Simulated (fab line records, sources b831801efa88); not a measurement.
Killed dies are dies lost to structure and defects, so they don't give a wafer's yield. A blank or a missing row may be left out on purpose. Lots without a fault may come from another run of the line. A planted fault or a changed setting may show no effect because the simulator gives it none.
fab line records | flow gf180mcu
record lots=5 wafers=15 last_day=33
route steps=602 shown CONTACT@287 M1@315
lots that met no fault: from a run of the same line without faults
start_h: hours from the record's first day to the start of the lot's first wafer shown | wait_h: hours since the lot's step before | " the same as in the row above | L1.1+2: a row that stands for several wafers | - no value, or no start given | * or withheld: withheld | < > ~ a bound
route shown NAME@n: a module of which the file shows steps, and the number in the route of the first | usual: mean/standard deviation of fault-free wafers | same: alike in all rows | chamber/n: place in a boat | sites: the reading at each site | _std_site: their standard deviation | _edge_site: outer sites' mean less inner sites' | radius_mm: how far each site lies from the wafer's centre | mask NAME#n: copy n | behind: the tool/chamber that last shaped the wafer | hold: why the lot was held/for how many hours/how that ended | device: the transistor (n, p or np) that didn't switch | end of line: the same wafers' tests at the end of the route | a step without rows: its recipe alone | killed: dies lost to structure and defects at the first sort, not the wafer's yield | map: a wafer's dies, x killed, . not, _ none there
set.NAME: the setting as run; set.NAME@STEP: as run at that earlier step | model.NAME: the simulator's own value behind a step, which no gauge read
lots at some steps of the route; a table a step, a row a wafer
services: from which hour (start_h, from the record's first day; less than 0 if before it) a tool's chamber was out of use, for how many hours, and why
## steps
# step GF_CONTACT_CVD_00
# recipe material=SiO2 target_thk_nm=300 sigma_open_frac=0.3 temp_c=400 time_s=50 sih4_flow_sccm=60 pressure_mtorr=6
# columns lot.wafer tool chamber start_h wait_h
L075.1+3+5 hdpcvd-01 0,2,2 366.39 0.1
L079.1+4+5 hdpcvd-01 2,1,0 394.54 0.1
L083.2+3+6 hdpcvd-01 2,1,2 418.02 0.1
L081.3+4+6 hdpcvd-02 2,0,2 418.46 0.1
L091.1+2+6 hdpcvd-01 1,2,1 486.74 0.1
# step GF_CONTACT_THK_MEAS_01
# recipe reads=SiO2_of_CONTACT_CVD_00
# usual CONTACT_CVD_00_THK=301/3.4
# columns lot.wafer tool chamber start_h wait_h CONTACT_CVD_00_THK[nm]
L075.1 film_metro-03 - 366.43 0.0 304
L075.3 " - " " 304
L075.5 " - " " 299
L079.1 film_metro-03 - 394.58 0.0 294
L079.4 " - " " 301
L079.5 " - " " 301
L083.2 film_metro-01 - 418.07 0.0 298
L083.3 " - " " 300
L083.6 " - " " 298
L081.3 film_metro-03 - 418.53 0.0 297
L081.4 " - " " 304
L081.6 " - " " 304
L091.1 film_metro-03 - 486.78 0.0 310
L091.2 " - " " 303
L091.6 " - " " 312
# step GF_CONTACT_CVD_02
# recipe material=SiO2 target_thk_nm=860 precursor=TEOS temp_c=400 time_s=95.992 rf_w=600
# usual heater_power_w=646/86
# columns lot.wafer tool chamber start_h wait_h heater_power_w
L075.1 pecvd-01 0 366.49 0.1 711
L075.3 " 1 " " 626
L075.5 " 1 " " 699
L079.1 pecvd-02 0 394.64 0.1 598
L079.4 " 2 " " 774
L079.5 " 0 " " 475
L083.2 pecvd-01 0 418.12 0.0 628
L083.3 " 0 " " 654
L083.6 " 0 " " 696
L081.3 pecvd-03 1 418.57 0.0 584
L081.4 " 1 " " 617
L081.6 " 2 " " 533
L091.1 pecvd-03 0 486.84 0.1 580
L091.2 " 1 " " 618
L091.6 " 0 " " 623
# step GF_CONTACT_THK_MEAS_03
# recipe reads=SiO2_of_CONTACT_CVD_02
# usual CONTACT_CVD_02_THK=860/11
# columns lot.wafer tool chamber start_h wait_h CONTACT_CVD_02_THK[nm]
L075.1 film_metro-02 - 366.56 0.0 867
L075.3 " - " " 853
L075.5 " - " " 870
L079.1 film_metro-02 - 394.71 0.0 855
L079.4 " - " " 853
L079.5 " - " " 855
L083.2 film_metro-02 - 418.24 0.1 859
L083.3 " - " " 876
L083.6 " - " " 872
L081.3 film_metro-01 - 418.66 0.1 847
L081.4 " - " " 868
L081.6 " - " " 862
L091.1 film_metro-02 - 486.91 0.0 849
L091.2 " - " " 844
L091.6 " - " " 863
# step GF_CONTACT_CMP_04
# recipe material=SiO2 down_force_psi=4 platen_rpm=60 pad_velocity_m_s=0.94248
# usual motor_current_A=11.3/0.67 time_to_endpoint_s=110/5.8
# columns lot.wafer tool chamber start_h wait_h motor_current_A time_to_endpoint_s
L075.1 cmp-02 0 366.62 0.1 11.7 107
L075.3 " 3 " " 12.5 107
L075.5 " 1 " " 12.1 109
L079.4 cmp-01 1 394.82 0.1 11.0 115
L079.1 " 3 " " 12.5 118
L079.5 " 0 " " 10.7 121
L083.3 cmp-01 1 418.34 0.1 10.6 112
L083.2 " 2 " " 10.9 106
L083.6 " 0 " " 11.1 112
L081.3 cmp-01 0 418.75 0.1 10.5 107
L081.4 " 1 " " 10.5 111
L081.6 " 3 " " 11.4 117
L091.1 cmp-02 0 487.02 0.1 11.0 105
L091.2 " 1 " " 12.6 104
L091.6 " 3 " " 12.0 113
# step GF_CONTACT_BOW_MEAS_05
# recipe mode=bow
# usual CONTACT_BOW=66/7
# columns lot.wafer tool chamber start_h wait_h CONTACT_BOW[um]
L075.1 film_metro-01 - 366.92 0.2 67
L075.3 " - " " 65
L075.5 " - " " 56
L079.1 film_metro-03 - 395.07 0.1 61
L079.4 " - " " 84
L079.5 " - " " 83
L083.2 film_metro-02 - 418.61 0.2 64
L083.3 " - " " 71
L083.6 " - " " 69
L081.3 film_metro-02 - 419.04 0.2 74
L081.4 " - " " 63
L081.6 " - " " 74
L091.1 film_metro-02 - 487.27 0.2 54
L091.2 " - " " 70
L091.6 " - " " 64
# step GF_CONTACT_DEHYDRATE_06
# recipe temp_c=200 time_s=60
# columns lot.wafer tool chamber start_h wait_h
L075.1+3+5 litho_track-01 0 377.08 10.1
L079.1+4+5 litho_track-01 0 406.53 11.4
L083.2+3+6 litho_track-02 0 429.91 11.3
L081.3+4+6 litho_track-01 0 430.38 11.3
L091.1+2+6 litho_track-03 0 498.34 11.0
# step GF_CONTACT_HMDS_07
# recipe prime_time_s=60 prime_temp_c=120
# usual prime_temp_c=119.99/0.13
# columns lot.wafer tool chamber start_h wait_h prime_temp_c
L075.1 litho_track-01 0 377.23 0.1 120.08
L075.3 " 0 " " 120.06
L075.5 " 0 " " 119.94
L079.1 litho_track-01 0 406.68 0.1 120.03
L079.4 " 0 " " 120.07
L079.5 " 0 " " 120.02
L083.2 litho_track-02 0 430.06 0.1 120.18
L083.3 " 0 " " 120.04
L083.6 " 0 " " 120.03
L081.3 litho_track-01 0 430.53 0.1 120.07
L081.4 " 0 " " 120.01
L081.6 " 0 " " 119.83
L091.1 litho_track-03 0 498.49 0.1 119.64
L091.2 " 0 " " 119.92
L091.6 " 0 " " 119.75
# step GF_CONTACT_COAT_08
# recipe resist=BARC temp_c=withheld time_s=withheld spin_rpm=withheld resist_thk_nm=withheld
# columns lot.wafer tool chamber start_h wait_h
L075.1+3+5 litho_track-01 0 377.38 0.1
L079.1+4+5 litho_track-01 0 406.83 0.1
L083.2+3+6 litho_track-02 0 430.21 0.1
L081.3+4+6 litho_track-01 0 430.68 0.1
L091.1+2+6 litho_track-03 0 498.64 0.1
# step GF_CONTACT_COAT_09
# recipe resist=KrF spin_rpm=withheld resist_thk_nm=1000
# columns lot.wafer tool chamber start_h wait_h
L075.1+3+5 litho_track-01 0 - -
L079.1+4+5 litho_track-01 0 - -
L083.2+3+6 litho_track-02 0 - -
L081.3+4+6 litho_track-01 0 - -
L091.1+2+6 litho_track-03 0 - -
# step GF_CONTACT_SOFTBAKE_10
# recipe temp_c=130 time_s=60 resist=KrF
# columns lot.wafer tool chamber start_h wait_h
L075.1+3+5 litho_track-01 0 - -
L079.1+4+5 litho_track-01 0 - -
L083.2+3+6 litho_track-02 0 - -
L081.3+4+6 litho_track-01 0 - -
L091.1+2+6 litho_track-03 0 - -
# step GF_CONTACT_EXPOSE_11
# recipe mask_id=Contact target_cd_nm=220 na=0.68 source_shape=conventional sigma_outer=0.6 dose_mj=38
# columns lot.wafer tool chamber start_h wait_h mask
L075.1+3+5 krf_scanner-01 0 - - Contact#0
L079.1+4+5 krf_scanner-01 0 - - Contact#0
L083.2+3+6 krf_scanner-02 0 - - Contact#0
L081.3+4+6 krf_scanner-02 0 - - Contact#0
L091.1+2+6 krf_scanner-02 0 - - Contact#0
# step GF_CONTACT_PEB_12
# recipe peb_temp_c=135 peb_time_s=90 resist=KrF
# columns lot.wafer tool chamber start_h wait_h
L075.1+3+5 litho_track-01 0 - -
L079.1+4+5 litho_track-01 0 - -
L083.2+3+6 litho_track-02 0 - -
L081.3+4+6 litho_track-01 0 - -
L091.1+2+6 litho_track-01 0 - -
# step GF_CONTACT_DEVELOP_13
# recipe develop_time_s=60 resist=KrF dev_temp_c=21
# usual developer_temp_C=20.99/0.1
# columns lot.wafer tool chamber start_h wait_h developer_temp_C
L075.1 litho_track-01 0 388.88 0.2 20.96
L075.3 " 0 " " 20.93
L075.5 " 0 " " 20.96
L079.1 litho_track-01 0 418.73 0.2 21.01
L079.4 " 0 " " 21.01
L079.5 " 0 " " 21.20
L083.2 litho_track-02 0 442.76 0.2 21.10
L083.3 " 0 " " 20.97
L083.6 " 0 " " 21.02
L081.3 litho_track-01 0 443.48 0.1 20.98
L081.4 " 0 " " 20.98
L081.6 " 0 " " 20.94
L091.1 litho_track-01 0 510.33 0.2 20.97
L091.2 " 0 " " 21.05
L091.6 " 0 " " 21.08
# step GF_CONTACT_CD_MEAS_14
# recipe target_cd_nm=220
# usual cd_nm=219.6/1.7
# columns lot.wafer tool chamber start_h wait_h cd_nm
L075.1 cd_sem-02 - 389.03 0.1 216.6
L075.3 " - " " 217.0
L075.5 " - " " 216.6
L079.1 cd_sem-01 - 418.88 0.1 219.8
L079.4 " - " " 220.2
L079.5 " - " " 218.1
L083.2 cd_sem-01 - 442.91 0.1 223.0
L083.3 " - " " 222.3
L083.6 " - " " 222.5
L081.3 cd_sem-01 - 443.62 0.1 220.5
L081.4 " - " " 222.4
L081.6 " - " " 220.1
L091.1 cd_sem-02 - 510.48 0.1 219.8
L091.2 " - " " 218.1
L091.6 " - " " 219.9
# step GF_CONTACT_OVL_MEAS_15
# usual CONTACT_OVL=-2/4.8
# columns lot.wafer tool chamber start_h wait_h CONTACT_OVL[nm]
L075.1 overlay-02 - 389.15 0.1 0
L075.3 " - " " 1
L075.5 " - " " -2
L079.1 overlay-01 - 419.00 0.1 -10
L079.4 " - " " -7
L079.5 " - " " -8
L083.2 overlay-01 - 443.01 0.1 2
L083.3 " - " " -4
L083.6 " - " " 1
L081.3 overlay-02 - 443.72 0.1 3
L081.4 " - " " -1
L081.6 " - " " 3
L091.1 overlay-02 - 510.60 0.1 -7
L091.2 " - " " -11
L091.6 " - " " -8
# step GF_CONTACT_ETCH_16
# recipe chemistry=N2/H2 target_depth_a=withheld overetch_a=withheld time_s=withheld target=BARC ion_energy_ev=200 source_w=500 bias_w=100 pressure_mtorr=30 n2_flow_sccm=100 h2_flow_sccm=200
# usual drypump_motor_current_A=5.5/0.35 oes_product_au=0.855/0.0043 throttle_valve_pct=13.223/0.0087
# columns lot.wafer tool chamber start_h wait_h drypump_motor_current_A oes_product_au throttle_valve_pct
L075.1 rie_diel-04 2 389.19 0.0 5.2 0.855 13.232
L075.3 " 3 " " 5.7 0.845 13.204
L075.5 " 0 " " 5.7 0.849 13.230
L079.1 rie_diel-02 3 419.04 0.0 5.2 0.849 13.215
L079.4 " 1 " " 5.8 0.852 13.221
L079.5 " 0 " " 5.7 0.857 13.220
L083.2 rie_diel-01 0 443.04 0.0 5.8 0.848 13.221
L083.3 " 3 " " 6.1 0.850 13.213
L083.6 " 1 " " 4.9 0.855 13.222
L081.3 rie_diel-04 0 443.74 0.0 5.7 0.856 13.216
L081.4 " 3 " " 5.6 0.856 13.226
L081.6 " 2 " " 5.2 0.857 13.218
L091.1 rie_diel-04 2 510.64 0.0 5.1 0.858 13.236
L091.2 " 0 " " 5.7 0.859 13.229
L091.6 " 0 " " 5.7 0.850 13.232
# step GF_CONTACT_ETCH_17
# recipe chemistry=C4F8/O2/Ar mask_material=KrF target=SiO2 stop_on=CoSi2 source_w=1500 bias_w=1200 pressure_mtorr=40 c4f8_flow_sccm=withheld O2_flow_sccm=6 Ar_flow_sccm=300 time_s=withheld target_depth_a=8600
# usual oes_product_au=0.816/0.0045
# columns lot.wafer tool chamber start_h wait_h oes_product_au
L075.1 rie_diel-04 2 - - 0.816
L075.3 " 3 " " 0.814
L075.5 " 0 " " 0.814
L079.1 rie_diel-02 3 - - 0.813
L079.4 " 1 " " 0.816
L079.5 " 0 " " 0.820
L083.2 rie_diel-01 0 - - 0.817
L083.3 " 3 " " 0.810
L083.6 " 1 " " 0.817
L081.3 rie_diel-04 0 - - 0.817
L081.4 " 3 " " 0.818
L081.6 " 2 " " 0.819
L091.1 rie_diel-04 2 - - 0.815
L091.2 " 0 " " 0.813
L091.6 " 0 " " 0.829
# step GF_CONTACT_STRIP_18
# recipe chemistry=O2/N2 power_w=1400 pressure_mtorr=1500 platen_temp_c=250 o2_flow_sccm=3000 n2_flow_sccm=300 overash_fraction=0.5
# usual drypump_motor_current_A=5.6/0.33 heater_power_w=329/39 oes_product_au=0.580/0.0047
# same overash_fraction=0.5
# columns lot.wafer tool chamber start_h wait_h drypump_motor_current_A heater_power_w oes_product_au rf_hours_counter_h
L075.1 plasma_asher-04 1 389.35 - 6.3 321 0.585 60
L075.3 " 0 " " 5.5 398 0.577 -
L075.5 " 0 " " 5.5 401 0.585 -
L079.1 plasma_asher-02 1 419.20 - 5.3 341 0.587 78
L079.4 " 1 " " 5.3 327 0.582 -
L079.5 " 0 " " 5.5 298 0.583 -
L083.2 plasma_asher-04 1 443.21 - 6.3 311 0.581 66
L083.3 " 0 " " 5.5 405 0.572 -
L083.6 " 1 " " 6.3 307 0.574 -
L081.3 plasma_asher-04 0 443.94 - 5.5 406 0.578 -
L081.4 " 1 " " 6.2 315 0.577 -
L081.6 " 0 " " 5.5 404 0.581 -
L091.1 plasma_asher-01 0 510.80 - 5.4 323 0.580 43
L091.2 " 1 " " 5.7 303 0.585 43
L091.6 " 1 " " 5.7 298 0.582 -
# step GF_CONTACT_CLEAN_19
# recipe chemistry=SPM
# columns lot.wafer tool chamber start_h wait_h
L075.1+3+5 wet_bench-04 1 389.45 0.1
L079.1+4+5 wet_bench-04 2 419.30 0.1
L083.2+3+6 wet_bench-04 3 443.31 0.1
L081.3+4+6 wet_bench-04 0 444.00 0.0
L091.1+2+6 wet_bench-02 3 510.90 0.1
# step GF_CONTACT_CLEAN_20
# recipe chemistry=DIW
# columns lot.wafer tool chamber start_h wait_h
L075.1+3+5 wet_bench-01 1 389.55 0.0
L079.1+4+5 wet_bench-01 3 419.39 0.0
L083.2+3+6 wet_bench-02 1 443.40 0.0
L081.3+4+6 wet_bench-02 1 444.09 0.0
L091.1+2+6 wet_bench-04 3 511.00 0.0
# step GF_CONTACT_CLEAN_21
# recipe chemistry=dHF time_s=20 dilution=100:1 dry=ipa_marangoni
# columns lot.wafer tool chamber start_h wait_h
L075.1+3+5 wet_bench-02 3 389.65 0.0
L079.1+4+5 wet_bench-02 3 419.49 0.0
L083.2+3+6 wet_bench-01 1 443.49 0.0
L081.3+4+6 wet_bench-01 0 444.19 0.0
L091.1+2+6 wet_bench-01 3 511.09 0.0
# step GF_CONTACT_SPUTTER_22
# recipe material=Ti target_thk_nm=15 chamber_pressure_pa=5 power_w=2500 substrate_temp_c=200 time_s=80.02
# usual throttle_valve_pct=29.6/1.3
# columns lot.wafer tool chamber start_h wait_h throttle_valve_pct
L075.1 pvd_sputter-01 - 389.66 0.0 30.5
L075.3 " - " " 29.7
L075.5 " - " " 29.7
L079.1 pvd_sputter-04 - 419.51 0.0 31.2
L079.4 " - " " 30.8
L079.5 " - " " 31.1
L083.2 pvd_sputter-03 - 443.50 0.0 28.3
L083.3 " - " " 29.2
L083.6 " - " " 28.3
L081.3 pvd_sputter-03 - 444.20 0.0 31.6
L081.4 " - " " 28.3
L081.6 " - " " 29.3
L091.1 pvd_sputter-01 - 511.11 0.0 30.7
L091.2 " - " " 29.5
L091.6 " - " " 26.5
# step GF_CONTACT_SPUTTER_23
# recipe material=TiN target_thk_nm=10 chamber_pressure_pa=5 power_w=4000 time_s=40
# usual throttle_valve_pct=29.6/1.4
# columns lot.wafer tool chamber start_h wait_h throttle_valve_pct
L075.1 pvd_sputter-01 - 389.72 0.0 30.9
L075.3 " - " " 29.8
L075.5 " - " " 29.7
L079.1 pvd_sputter-04 - 419.58 0.0 31.0
L079.4 " - " " 30.9
L079.5 " - " " 30.9
L083.2 pvd_sputter-03 - 443.56 0.0 28.5
L083.3 " - " " 29.1
L083.6 " - " " 28.5
L081.3 pvd_sputter-03 - 444.26 0.0 31.4
L081.4 " - " " 28.5
L081.6 " - " " 29.1
L091.1 pvd_sputter-01 - 511.17 0.0 30.9
L091.2 " - " " 29.8
L091.6 " - " " 26.7
# step GF_CONTACT_CVD_24
# recipe material=W target_thk_nm=300 time_s=90.339 temp_c=400 pressure_torr=39.07
# usual chamber_pressure_Torr=39.07/0.085 heater_power_w=810/100
# columns lot.wafer tool chamber start_h wait_h chamber_pressure_Torr heater_power_w
L075.1 cvd_w-01 0 389.76 0.0 39.01 703
L075.3 " 0 " " 39.04 696
L075.5 " 0 " " 38.88 714
L079.1 cvd_w-02 0 419.61 0.0 39.09 724
L079.4 " 1 " " 38.90 902
L079.5 " 1 " " 39.02 881
L083.2 cvd_w-01 1 443.60 0.0 39.12 937
L083.3 " 1 " " 39.04 948
L083.6 " 1 " " 39.13 931
L081.3 cvd_w-02 1 444.33 0.1 39.14 897
L081.4 " 0 " " 39.05 737
L081.6 " 1 " " 39.00 849
L091.1 cvd_w-01 1 511.21 0.0 39.08 939
L091.2 " 0 " " 39.05 677
L091.6 " 1 " " 39.05 933
# step GF_CONTACT_RS_MEAS_25
# recipe thk_meas_gauge=four-point-probe reads=W_of_CONTACT_CVD_24+TiN_of_CONTACT_SPUTTER_23+Ti_of_CONTACT_SPUTTER_22
# usual CONTACT_W_RS=0.386/0.0046
# columns lot.wafer tool chamber start_h wait_h CONTACT_W_RS[ohm/sq]
L075.1 film_metro-02 - 389.86 0.1 0.393
L075.3 " - " " 0.391
L075.5 " - " " 0.389
L079.1 film_metro-02 - 419.71 0.1 0.386
L079.4 " - " " 0.390
L079.5 " - " " 0.386
L083.2 film_metro-02 - 443.72 0.1 0.382
L083.3 " - " " 0.383
L083.6 " - " " 0.384
L081.3 film_metro-02 - 444.44 0.1 0.387
L081.4 " - " " 0.381
L081.6 " - " " 0.385
L091.1 film_metro-03 - 511.33 0.1 0.381
L091.2 " - " " 0.387
L091.6 " - " " 0.378
# step GF_CONTACT_THK_MEAS_26
# recipe thk_meas_gauge=xrf reads=W_of_CONTACT_CVD_24
# usual CONTACT_W_THK=294/4.8
# columns lot.wafer tool chamber start_h wait_h CONTACT_W_THK[nm]
L075.1 film_metro-02 - 389.98 0.1 289
L075.3 " - " " 291
L075.5 " - " " 292
L079.1 film_metro-02 - 419.83 0.1 293
L079.4 " - " " 290
L079.5 " - " " 294
L083.2 film_metro-02 - 443.83 0.1 296
L083.3 " - " " 295
L083.6 " - " " 293
L081.3 film_metro-02 - 444.54 0.1 295
L081.4 " - " " 299
L081.6 " - " " 295
L091.1 film_metro-03 - 511.45 0.1 301
L091.2 " - " " 297
L091.6 " - " " 305
# step GF_CONTACT_CMP_27
# recipe stop_on=SiO2 down_force_psi=3.5 platen_rpm=60 t_overpolish_s=15 target_thk_nm=0 pad_velocity_m_s=0.94248
# usual motor_current_A=10.4/0.63 overpolish_run_s=15.000/0.0095 time_to_endpoint_s=71/3.4
# columns lot.wafer tool chamber start_h wait_h motor_current_A overpolish_run_s time_to_endpoint_s
L075.3 cmp-01 2 390.04 0.0 10.4 15.008 70
L075.1 " 0 " " 9.4 15.005 72
L075.5 " 2 " " 10.5 15.003 69
L079.4 cmp-01 0 420.30 0.4 9.2 14.993 68
L079.1 " 3 " " 10.2 14.991 73
L079.5 " 0 " " 9.7 15.011 70
L083.2 cmp-02 3 443.98 0.1 11.3 14.992 74
L083.3 " 0 " " 10.6 14.983 73
L083.6 " 1 " " 11.4 14.991 70
L081.3 cmp-01 1 444.58 0.0 9.6 15.020 59
L081.4 " 2 " " 10.3 15.000 65
L081.6 " 2 " " 10.5 15.012 62
L091.1 cmp-01 2 511.51 0.1 10.1 15.025 71
L091.2 " 0 " " 9.4 15.005 69
L091.6 " 2 " " 10.5 15.000 69
# step GF_M1_SPUTTER_00
# recipe material=Ti target_thk_nm=37.5 arriving_ion_energy_ev=80 substrate_temp_c=200 chamber_pressure_pa=2 power_w=4000 time_s=150
# usual throttle_valve_pct=29.6/1.2
# columns lot.wafer tool chamber start_h wait_h throttle_valve_pct
L075.1 pvd_sputter-03 - 390.34 0.1 28.4
L075.3 " - " " 28.8
L075.5 " - " " 29.4
L079.1 pvd_sputter-01 - 420.60 0.1 29.5
L079.4 " - " " 30.7
L079.5 " - " " 31.0
L083.2 pvd_sputter-01 - 444.18 0.1 30.0
L083.3 " - " " 29.3
L083.6 " - " " 29.4
L081.3 pvd_sputter-03 - 444.88 0.2 28.4
L081.4 " - " " 29.0
L081.6 " - " " 28.3
L091.1 pvd_sputter-03 - 511.81 0.2 31.4
L091.2 " - " " 29.3
L091.6 " - " " 28.2
# step GF_M1_SPUTTER_01
# recipe material=TiN target_thk_nm=30 power_w=6500 time_s=26.02 chamber_pressure_pa=0.4
# usual throttle_valve_pct=29.6/1.2
# columns lot.wafer tool chamber start_h wait_h throttle_valve_pct
L075.1 pvd_sputter-03 - 390.44 0.1 28.3
L075.3 " - " " 29.1
L075.5 " - " " 29.2
L079.1 pvd_sputter-01 - 420.70 0.1 29.6
L079.4 " - " " 30.8
L079.5 " - " " 30.9
L083.2 pvd_sputter-01 - 444.28 0.1 29.7
L083.3 " - " " 29.0
L083.6 " - " " 29.3
L081.3 pvd_sputter-03 - 444.98 0.1 28.1
L081.4 " - " " 29.2
L081.6 " - " " 28.3
L091.1 pvd_sputter-03 - 511.91 0.1 31.6
L091.2 " - " " 29.4
L091.6 " - " " 28.4
# step GF_M1_SPUTTER_02
# recipe material=AlCu target_thk_nm=450 power_w=10600 time_s=23.9 chamber_pressure_pa=0.4
# usual throttle_valve_pct=29.6/1.1
# columns lot.wafer tool chamber start_h wait_h throttle_valve_pct
L075.1 pvd_sputter-03 - 390.47 0.0 28.5
L075.3 " - " " 29.1
L075.5 " - " " 29.0
L079.1 pvd_sputter-01 - 420.73 0.0 29.8
L079.4 " - " " 30.8
L079.5 " - " " 30.7
L083.2 pvd_sputter-01 - 444.31 0.0 29.7
L083.3 " - " " 29.1
L083.6 " - " " 29.3
L081.3 pvd_sputter-03 - 445.01 0.0 28.5
L081.4 " - " " 28.9
L081.6 " - " " 28.4
L091.1 pvd_sputter-03 - 511.94 0.0 31.3
L091.2 " - " " 29.3
L091.6 " - " " 28.5
# step GF_M1_SPUTTER_03
# recipe material=Ti target_thk_nm=10 substrate_temp_c=300 chamber_pressure_pa=0.3 power_w=3000 time_s=6.7
# usual throttle_valve_pct=29.6/1.2
# columns lot.wafer tool chamber start_h wait_h throttle_valve_pct
L075.1 pvd_sputter-03 - 390.50 0.0 28.2
L075.3 " - " " 29.2
L075.5 " - " " 29.2
L079.1 pvd_sputter-01 - 420.76 0.0 29.6
L079.4 " - " " 31.0
L079.5 " - " " 31.0
L083.2 pvd_sputter-01 - 444.34 0.0 29.5
L083.3 " - " " 29.1
L083.6 " - " " 29.2
L081.3 pvd_sputter-03 - 445.04 0.0 28.4
L081.4 " - " " 28.8
L081.6 " - " " 28.7
L091.1 pvd_sputter-03 - 511.97 0.0 31.4
L091.2 " - " " 29.1
L091.6 " - " " 28.3
# step GF_M1_SPUTTER_04
# recipe material=TiN target_thk_nm=50 power_w=6500 time_s=41.7 chamber_pressure_pa=0.4
# usual throttle_valve_pct=29.6/1.2
# columns lot.wafer tool chamber start_h wait_h throttle_valve_pct
L075.1 pvd_sputter-03 - 390.52 0.0 28.5
L075.3 " - " " 28.9
L075.5 " - " " 29.4
L079.1 pvd_sputter-01 - 420.78 0.0 29.8
L079.4 " - " " 30.8
L079.5 " - " " 31.3
L083.2 pvd_sputter-01 - 444.36 0.0 29.9
L083.3 " - " " 29.1
L083.6 " - " " 29.5
L081.3 pvd_sputter-03 - 445.06 0.0 28.3
L081.4 " - " " 28.8
L081.6 " - " " 28.4
L091.1 pvd_sputter-03 - 511.99 0.0 31.6
L091.2 " - " " 29.2
L091.6 " - " " 28.1
# step GF_M1_RS_MEAS_05
# recipe thk_meas_gauge=four-point-probe reads=TiN_of_M1_SPUTTER_04+Ti_of_M1_SPUTTER_03+AlCu_of_M1_SPUTTER_02+TiN_of_M1_SPUTTER_01+Ti_of_M1_SPUTTER_00
# usual M1_ALCU_RS=0.0692/0.00072
# columns lot.wafer tool chamber start_h wait_h M1_ALCU_RS[ohm/sq]
L075.1 film_metro-02 - 390.56 0.0 0.0688
L075.3 " - " " 0.0683
L075.5 " - " " 0.0687
L079.1 film_metro-02 - 420.82 0.0 0.0696
L079.4 " - " " 0.0690
L079.5 " - " " 0.0695
L083.2 film_metro-01 - 444.42 0.0 0.0692
L083.3 " - " " 0.0697
L083.6 " - " " 0.0696
L081.3 film_metro-04 - 445.14 0.1 0.0686
L081.4 " - " " 0.0684
L081.6 " - " " 0.0690
L091.1 film_metro-04 - 512.03 0.0 0.0689
L091.2 " - " " 0.0680
L091.6 " - " " 0.0686
# step GF_M1_THK_MEAS_06
# recipe thk_meas_gauge=xrf reads=AlCu_of_M1_SPUTTER_02
# usual M1_ALCU_THK=454/4.9
# columns lot.wafer tool chamber start_h wait_h M1_ALCU_THK[nm]
L075.1 film_metro-02 - 390.68 0.1 456
L075.3 " - " " 458
L075.5 " - " " 457
L079.1 film_metro-02 - 420.94 0.1 450
L079.4 " - " " 455
L079.5 " - " " 454
L083.2 film_metro-01 - 444.53 0.1 454
L083.3 " - " " 454
L083.6 " - " " 451
L081.3 film_metro-04 - 445.24 0.1 458
L081.4 " - " " 461
L081.6 " - " " 455
L091.1 film_metro-04 - 512.15 0.1 457
L091.2 " - " " 462
L091.6 " - " " 461
# step GF_M1_DEHYDRATE_07
# recipe temp_c=200 time_s=60
# columns lot.wafer tool chamber start_h wait_h
L075.1+3+5 litho_track-03 0 401.24 10.5
L079.1+4+5 litho_track-03 0 432.79 11.8
L083.2+3+6 litho_track-04 0 456.22 11.7
L081.3+4+6 litho_track-01 0 456.93 11.7
L091.1+2+6 litho_track-04 0 523.29 11.1
# step GF_M1_HMDS_08
# recipe prime_time_s=60 prime_temp_c=120
# usual prime_temp_c=119.96/0.13
# columns lot.wafer tool chamber start_h wait_h prime_temp_c
L075.1 litho_track-03 0 401.39 0.1 119.69
L075.3 " 0 " " 119.89
L075.5 " 0 " " 119.99
L079.1 litho_track-03 0 432.94 0.1 120.05
L079.4 " 0 " " 119.79
L079.5 " 0 " " 119.97
L083.2 litho_track-04 0 456.37 0.1 120.07
L083.3 " 0 " " 120.21
L083.6 " 0 " " 119.97
L081.3 litho_track-01 0 457.08 0.1 120.04
L081.4 " 0 " " 120.01
L081.6 " 0 " " 120.07
L091.1 litho_track-04 0 523.44 0.1 119.89
L091.2 " 0 " " 119.80
L091.6 " 0 " " 120.06
# step GF_M1_COAT_09
# recipe resist=KrF spin_rpm=withheld resist_thk_nm=1000
# columns lot.wafer tool chamber start_h wait_h
L075.1+3+5 litho_track-03 0 401.54 0.1
L079.1+4+5 litho_track-03 0 433.09 0.1
L083.2+3+6 litho_track-04 0 456.52 0.1
L081.3+4+6 litho_track-01 0 457.23 0.1
L091.1+2+6 litho_track-04 0 523.59 0.1
# step GF_M1_SOFTBAKE_10
# recipe temp_c=130 time_s=60 resist=KrF
# columns lot.wafer tool chamber start_h wait_h
L075.1+3+5 litho_track-03 0 401.69 0.1
L079.1+4+5 litho_track-03 0 433.24 0.1
L083.2+3+6 litho_track-04 0 456.67 0.1
L081.3+4+6 litho_track-01 0 457.38 0.1
L091.1+2+6 litho_track-04 0 523.74 0.1
# step GF_M1_EXPOSE_11
# recipe mask_id=Metal1 target_cd_nm=230 na=0.68 source_shape=conventional sigma_outer=0.6 dose_mj=28
# columns lot.wafer tool chamber start_h wait_h mask
L075.1+3+5 krf_scanner-02 0 - - Metal1#0
L079.1+4+5 krf_scanner-01 0 - - Metal1#0
L083.2+3+6 krf_scanner-01 0 - - Metal1#0
L081.3+4+6 krf_scanner-02 0 - - Metal1#0
L091.1+2+6 krf_scanner-01 0 - - Metal1#0
# step GF_M1_PEB_12
# recipe peb_temp_c=135 peb_time_s=90 resist=KrF
# columns lot.wafer tool chamber start_h wait_h
L075.1+3+5 litho_track-04 0 - -
L079.1+4+5 litho_track-01 0 - -
L083.2+3+6 litho_track-03 0 - -
L081.3+4+6 litho_track-01 0 - -
L091.1+2+6 litho_track-04 0 - -
## services
# columns tool chamber start_h hours kind
cmp-01 - 355.78 1.8 repair
krf_scanner-01 - 357.81 1.0 pm
cmp-01 - 358.50 6.9 repair
krf_scanner-01 - 367.65 1.3 pm
krf_scanner-02 - 368.95 1.3 pm
pvd_sputter-01 - 379.78 2.7 repair
krf_scanner-01 - 386.77 0.8 pm
wet_bench-02 - 397.29 1.9 pm
cmp-01 - 404.00 4.0 pm
pvd_sputter-01 - 422.88 2.7 repair
krf_scanner-02 - 429.28 0.8 pm
pvd_sputter-03 - 438.03 2.3 repair
krf_scanner-02 - 441.93 1.0 pm
rie_diel-04 2 475.55 9.4 repair
pvd_sputter-03 - 481.84 11.0 repair
wet_bench-02 - 488.35 0.7 repair
krf_scanner-02 - 500.60 14.6 repair
krf_scanner-01 - 501.89 6.0 repair
cmp-01 - 510.60 0.2 repair
wet_bench-04 - 512.61 2.8 repair
krf_scanner-02 - 517.62 4.0 pm
cmp-01 - 518.74 34.5 repair
krf_scanner-01 - 526.81 1.0 pm
pvd_sputter-01 - 527.12 4.0 repair
## key
fault none
